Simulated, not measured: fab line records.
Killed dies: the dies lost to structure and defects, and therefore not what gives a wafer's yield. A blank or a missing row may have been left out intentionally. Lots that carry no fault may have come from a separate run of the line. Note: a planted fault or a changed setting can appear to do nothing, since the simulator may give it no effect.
fab line records ; flow gf180mcu
record: lots: 15; wafers: 45; lastDay: 34
route steps=602 shown HV_LDD@233 PSD@254 SALICIDE@284
lots that met no fault: from a run of the same line without faults
startH: start of the lot's first displayed wafer, in hours after the record's first day ; waitH: hours from the lot's prior step to this one ; " the same as in the row above ; L1.1+2: several wafers, shown together as one row ; - no value present, or no start provided ; * or withheld: withheld ; < > ~ a bound
route shown NAME@n: names a module that has steps shown in the file, with the first one's number in the route ; usual: average and standard deviation across the fault-free wafers ; same: alike in all rows ; chamber/n: place in a boat ; sites: readings site by site ; _std_site: the values' standard deviation ; _edge_site: outer sites' mean less inner sites' ; radiusMm: how far each site lies from the wafer's centre ; mask NAME#n: copy n ; behind: the tool/chamber that last shaped the wafer ; hold: the reason the lot was held/the length of the hold in hours/how it ended ; device: the n, p or np transistor that did not switch ; end of line: the tests these same wafers got at the end of their route ; where a step has no rows: the recipe by itself ; killed: at the first sort, the dies lost to defects and structure; wafer yield is something else ; map: per-die view of a wafer (x killed, . not killed, _ where there is no die)
set.NAME: setting as actually run; set.NAME@STEP: the setting as run at that earlier step ; model.NAME: the simulator's own value behind a step, which no gauge read
one table for each step of the route and one row for each wafer, over a sample of lots
== steps ==
step: GF_HV_LDD_THK_MEAS_57
recipe: reads: Si3N4_of_HV_LDD_CVD_56
usual: HV_LDD_CVD_56_THK: 89.7/0.87
lot.wafer;tool;chamber;startH;waitH;HV_LDD_CVD_56_THK[nm]
L759.2;filmMetro-03;-;269.30;0.0;89.2
L759.3;filmMetro-03;-;269.30;0.0;89.2
L759.4;filmMetro-03;-;269.30;0.0;89.5
L760.2;filmMetro-04;-;277.82;0.0;89.8
L760.3;filmMetro-04;-;277.82;0.0;89.8
L760.5;filmMetro-04;-;277.82;0.0;89.9
L762.1;filmMetro-01;-;315.31;0.0;90.3
L762.4;filmMetro-01;-;315.31;0.0;89.8
L762.6;filmMetro-01;-;315.31;0.0;89.8
L764.1;filmMetro-03;-;316.60;0.0;90.2
L764.4;filmMetro-03;-;316.60;0.0;90.1
L764.6;filmMetro-03;-;316.60;0.0;90.1
L765.1;filmMetro-04;-;323.62;0.0;90.9
L765.4;filmMetro-04;-;323.62;0.0;91.5
L765.6;filmMetro-04;-;323.62;0.0;90.4
L766.3;filmMetro-03;-;337.01;0.0;88.3
L766.4;filmMetro-03;-;337.01;0.0;88.0
L766.5;filmMetro-03;-;337.01;0.0;88.2
L767.1;filmMetro-03;-;342.93;0.0;89.4
L767.2;filmMetro-03;-;342.93;0.0;90.1
L767.3;filmMetro-03;-;342.93;0.0;90.1
L768.1;filmMetro-03;-;354.92;0.0;90.6
L768.2;filmMetro-03;-;354.92;0.0;89.9
L768.3;filmMetro-03;-;354.92;0.0;90.3
L770.1;filmMetro-01;-;372.05;0.0;91.6
L770.3;filmMetro-01;-;372.05;0.0;91.2
L770.4;filmMetro-01;-;372.05;0.0;91.4
L775.1;filmMetro-01;-;413.26;0.0;89.1
L775.2;filmMetro-01;-;413.26;0.0;89.7
L775.3;filmMetro-01;-;413.26;0.0;89.5
L776.2;filmMetro-04;-;414.69;0.0;89.7
L776.3;filmMetro-04;-;414.69;0.0;90.0
L776.4;filmMetro-04;-;414.69;0.0;88.9
L777.1;filmMetro-03;-;424.12;0.0;90.4
L777.2;filmMetro-03;-;424.12;0.0;90.4
L777.4;filmMetro-03;-;424.12;0.0;90.2
L779.2;filmMetro-01;-;442.15;0.0;88.0
L779.4;filmMetro-01;-;442.15;0.0;89.2
L779.6;filmMetro-01;-;442.15;0.0;89.4
L780.1;filmMetro-01;-;447.35;0.0;90.1
L780.3;filmMetro-01;-;447.35;0.0;91.2
L780.6;filmMetro-01;-;447.35;0.0;90.9
L782.1;filmMetro-01;-;464.90;0.0;89.5
L782.2;filmMetro-01;-;464.90;0.0;89.2
L782.6;filmMetro-01;-;464.90;0.0;88.9
step: GF_PSD_DEVELOP_06
recipe: developTimeS: 60; devTempC: 23
usual: chillPlateTempC: 23.02/0.1; developTimeS: 60/0; exhaustPa: 45.1/1; resistLineTempC: 23.01/0.1
lot.wafer;tool;chamber;startH;waitH;chillPlateTempC;developTimeS;exhaustPa;resistLineTempC
L759.2;lithoTrack-01;0;309.56;0.1;22.85;60;43.6;23.04
L759.3;lithoTrack-01;0;309.56;0.1;22.98;60;45.0;22.91
L759.4;lithoTrack-01;0;309.56;0.1;22.91;60;44.5;23.02
L760.2;lithoTrack-04;0;318.38;0.1;23.09;60;45.9;23.02
L760.3;lithoTrack-04;0;318.38;0.1;22.96;60;45.6;23.07
L760.5;lithoTrack-04;0;318.38;0.1;23.04;60;43.9;23.18
L762.1;lithoTrack-01;0;358.88;0.1;22.98;60;44.8;23.09
L762.4;lithoTrack-01;0;358.88;0.1;22.93;60;44.9;23.01
L762.6;lithoTrack-01;0;358.88;0.1;23.01;60;44.4;23.06
L764.1;lithoTrack-04;0;359.95;0.1;23.11;60;46.0;23.05
L764.4;lithoTrack-04;0;359.95;0.1;23.12;60;46.6;23.00
L764.6;lithoTrack-04;0;359.95;0.1;22.92;60;46.7;23.08
L765.1;lithoTrack-02;0;367.91;0.1;23.17;60;45.5;22.93
L765.4;lithoTrack-02;0;367.91;0.1;23.18;60;44.5;22.90
L765.6;lithoTrack-02;0;367.91;0.1;23.13;60;44.6;23.05
L766.3;lithoTrack-02;0;381.11;0.1;22.91;60;46.1;23.07
L766.4;lithoTrack-02;0;381.11;0.1;22.91;60;45.8;22.94
L766.5;lithoTrack-02;0;381.11;0.1;22.99;60;44.8;22.96
L767.1;lithoTrack-02;0;386.06;0.1;23.00;60;43.9;23.12
L767.2;lithoTrack-02;0;386.06;0.1;22.82;60;42.9;23.08
L767.3;lithoTrack-02;0;386.06;0.1;23.03;60;45.0;23.20
L768.1;lithoTrack-04;0;399.35;0.1;22.99;60;45.0;22.92
L768.2;lithoTrack-04;0;399.35;0.1;22.97;60;46.4;22.99
L768.3;lithoTrack-04;0;399.35;0.1;23.10;60;45.6;23.01
L770.1;lithoTrack-04;0;416.40;0.1;23.06;60;44.5;22.87
L770.3;lithoTrack-04;0;416.40;0.1;23.03;60;44.9;23.01
L770.4;lithoTrack-04;0;416.40;0.1;22.92;60;45.2;22.85
L775.1;lithoTrack-01;-;459.58;0.1;-;-;-;-
L775.2;lithoTrack-01;-;459.58;0.1;-;-;-;-
L775.3;lithoTrack-01;-;459.58;0.1;-;-;-;-
L776.2;lithoTrack-02;-;462.83;0.1;-;-;-;-
L776.3;lithoTrack-02;-;462.83;0.1;-;-;-;-
L776.4;lithoTrack-02;-;462.83;0.1;-;-;-;-
L777.1;lithoTrack-02;-;471.76;0.1;-;-;-;-
L777.2;lithoTrack-02;-;471.76;0.1;-;-;-;-
L777.4;lithoTrack-02;-;471.76;0.1;-;-;-;-
L779.2;lithoTrack-04;0;490.03;0.1;23.06;60;43.7;23.12
L779.4;lithoTrack-04;0;490.03;0.1;23.08;60;44.0;23.17
L779.6;lithoTrack-04;0;490.03;0.1;23.07;60;45.6;23.02
L780.1;lithoTrack-02;0;493.81;0.1;23.03;60;45.0;23.07
L780.3;lithoTrack-02;0;493.81;0.1;23.14;60;45.4;23.10
L780.6;lithoTrack-02;0;493.81;0.1;23.14;60;45.5;23.02
L782.1;lithoTrack-02;0;511.66;0.1;23.06;60;45.5;23.16
L782.2;lithoTrack-02;0;511.66;0.1;22.98;60;44.4;23.19
L782.6;lithoTrack-02;0;511.66;0.1;22.94;60;44.7;23.14
step: GF_PSD_OVL_MEAS_08
usual: PSD_OVL: -0.1/1.5
lot.wafer;tool;chamber;startH;waitH;PSD_OVL[nm]
L759.2;overlay-02;-;309.81;0.1;0.4
L759.3;overlay-02;-;309.81;0.1;-1.2
L759.4;overlay-02;-;309.81;0.1;-1.0
L760.2;overlay-02;-;318.63;0.1;0.1
L760.3;overlay-02;-;318.63;0.1;-0.2
L760.5;overlay-02;-;318.63;0.1;1.0
L762.1;overlay-02;-;359.16;0.1;1.6
L762.4;overlay-02;-;359.16;0.1;2.7
L762.6;overlay-02;-;359.16;0.1;0.3
L764.1;overlay-02;-;360.22;0.1;2.0
L764.4;overlay-02;-;360.22;0.1;-0.8
L764.6;overlay-02;-;360.22;0.1;1.3
L765.1;overlay-01;-;368.18;0.1;-3.5
L765.4;overlay-01;-;368.18;0.1;-1.0
L765.6;overlay-01;-;368.18;0.1;-2.2
L766.3;overlay-02;-;381.34;0.1;-1.1
L766.4;overlay-02;-;381.34;0.1;-0.4
L766.5;overlay-02;-;381.34;0.1;-1.6
L767.1;overlay-02;-;386.33;0.1;-0.8
L767.2;overlay-02;-;386.33;0.1;-1.4
L767.3;overlay-02;-;386.33;0.1;-1.4
L768.1;overlay-02;-;399.62;0.1;1.1
L768.2;overlay-02;-;399.62;0.1;0.7
L768.3;overlay-02;-;399.62;0.1;3.0
L770.1;overlay-01;-;416.67;0.1;-1.7
L770.3;overlay-01;-;416.67;0.1;-2.2
L770.4;overlay-01;-;416.67;0.1;-0.3
L775.1;overlay-02;-;459.85;0.1;-
L775.2;overlay-02;-;459.85;0.1;-
L775.3;overlay-02;-;459.85;0.1;-
L776.2;overlay-02;-;463.08;0.1;-
L776.3;overlay-02;-;463.08;0.1;-
L776.4;overlay-02;-;463.08;0.1;-
L777.1;overlay-01;-;472.03;0.1;-
L777.2;overlay-01;-;472.03;0.1;-
L777.4;overlay-01;-;472.03;0.1;-
L779.2;overlay-02;-;490.41;0.1;-1.6
L779.4;overlay-02;-;490.41;0.1;-0.2
L779.6;overlay-02;-;490.41;0.1;-2.2
L780.1;overlay-02;-;494.08;0.1;0.0
L780.3;overlay-02;-;494.08;0.1;-3.0
L780.6;overlay-02;-;494.08;0.1;-1.7
L782.1;overlay-01;-;511.93;0.1;-1.3
L782.2;overlay-01;-;511.93;0.1;0.7
L782.6;overlay-01;-;511.93;0.1;-1.7
step: GF_SALICIDE_RTA_06
recipe: tempC: 530; timeS: 30; ambient: N2
usual: lampPowerPct: 6.289/0.023; wafer_temp_C_max: 532.1/0.45
lot.wafer;tool;chamber;startH;waitH;lampPowerPct;wafer_temp_C_max
L759.2;rtpAnneal-02;0;332.38;0.1;6.327;532.3
L759.3;rtpAnneal-02;0;332.38;0.1;6.316;531.7
L759.4;rtpAnneal-02;0;332.38;0.1;6.317;532.0
L760.2;rtpAnneal-02;0;342.84;0.1;6.324;532.1
L760.3;rtpAnneal-02;0;342.84;0.1;6.322;532.0
L760.5;rtpAnneal-02;0;342.84;0.1;6.326;532.8
L762.1;rtpAnneal-01;0;382.76;0.1;6.278;531.7
L762.4;rtpAnneal-01;0;382.76;0.1;6.272;531.6
L762.6;rtpAnneal-01;0;382.76;0.1;6.279;532.2
L764.1;rtpAnneal-01;0;383.41;0.1;6.272;532.3
L764.4;rtpAnneal-01;0;383.41;0.1;6.269;532.1
L764.6;rtpAnneal-01;0;383.41;0.1;6.276;531.7
L765.1;rtpAnneal-01;0;391.26;0.1;6.273;532.2
L765.4;rtpAnneal-01;0;391.26;0.1;6.280;532.1
L765.6;rtpAnneal-01;0;391.26;0.1;6.282;532.5
L766.3;rtpAnneal-01;0;405.22;0.1;6.277;532.1
L766.4;rtpAnneal-01;0;405.22;0.1;6.281;532.4
L766.5;rtpAnneal-01;0;405.22;0.1;6.281;532.1
L767.1;rtpAnneal-01;0;409.89;0.1;6.269;531.7
L767.2;rtpAnneal-01;0;409.89;0.1;6.281;532.3
L767.3;rtpAnneal-01;0;409.89;0.1;6.265;532.1
L768.1;rtpAnneal-01;0;423.96;0.1;6.280;532.0
L768.2;rtpAnneal-01;0;423.96;0.1;6.261;531.9
L768.3;rtpAnneal-01;0;423.96;0.1;6.276;531.7
L770.1;rtpAnneal-01;0;441.53;0.1;6.272;532.2
L770.3;rtpAnneal-01;0;441.53;0.1;6.271;532.0
L770.4;rtpAnneal-01;0;441.53;0.1;6.265;531.8
L775.1;rtpAnneal-01;0;483.57;0.1;6.275;531.7
L775.2;rtpAnneal-01;0;483.57;0.1;6.274;532.0
L775.3;rtpAnneal-01;0;483.57;0.1;6.265;530.9
L776.2;rtpAnneal-01;0;487.21;0.1;6.279;531.4
L776.3;rtpAnneal-01;0;487.21;0.1;6.267;532.3
L776.4;rtpAnneal-01;0;487.21;0.1;6.271;532.2
L777.1;rtpAnneal-02;0;496.51;0.1;6.321;532.1
L777.2;rtpAnneal-02;0;496.51;0.1;6.324;531.2
L777.4;rtpAnneal-02;0;496.51;0.1;6.313;531.6
L779.2;rtpAnneal-02;0;515.55;0.1;6.319;531.1
L779.4;rtpAnneal-02;0;515.55;0.1;6.321;531.8
L779.6;rtpAnneal-02;0;515.55;0.1;6.322;532.9
L780.1;rtpAnneal-01;0;519.25;0.1;6.265;531.7
L780.3;rtpAnneal-01;0;519.25;0.1;6.273;531.9
L780.6;rtpAnneal-01;0;519.25;0.1;6.269;532.2
L782.1;rtpAnneal-01;0;536.32;0.1;6.278;532.1
L782.2;rtpAnneal-01;0;536.32;0.1;6.269;531.8
L782.6;rtpAnneal-01;0;536.32;0.1;6.271;532.7
== key ==
firstSign: step: GF_PSD_DEVELOP_06; reading: toolRecord; direction: missing
effect none on later readings
metAt GF_PSD_DEVELOP_06
struckLots L775,L776,L777
sortLeftOut L775.1,L775.2,L775.3,L776.2,L776.3,L776.4,L777.1,L777.2,L777.4
testerLeftOut L775,L776,L777
notActingAt GF_HV_LDD_THK_MEAS_57,GF_PSD_OVL_MEAS_08,GF_SALICIDE_RTA_06
onsetBetween 386.06 459.58
fault: kind: skippedStepWhole; tool: lithoTrack-01,lithoTrack-02; chamber: -; onsetH: 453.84; steps: GF_PSD_DEVELOP_06; scope: struckLotsOnly
testerLeftOut: of these lots the tester's yield and bins aren't shown, on N5 and GAA mostly nor the transistor test; their killed dies are dies lost to structure and defects alone, not to doping, threshold or leakage, so they don't give the yield
sortLeftOut: the simulated sort isn't trusted on such a fault, so these wafers' sort isn't shown, and their yield isn't known
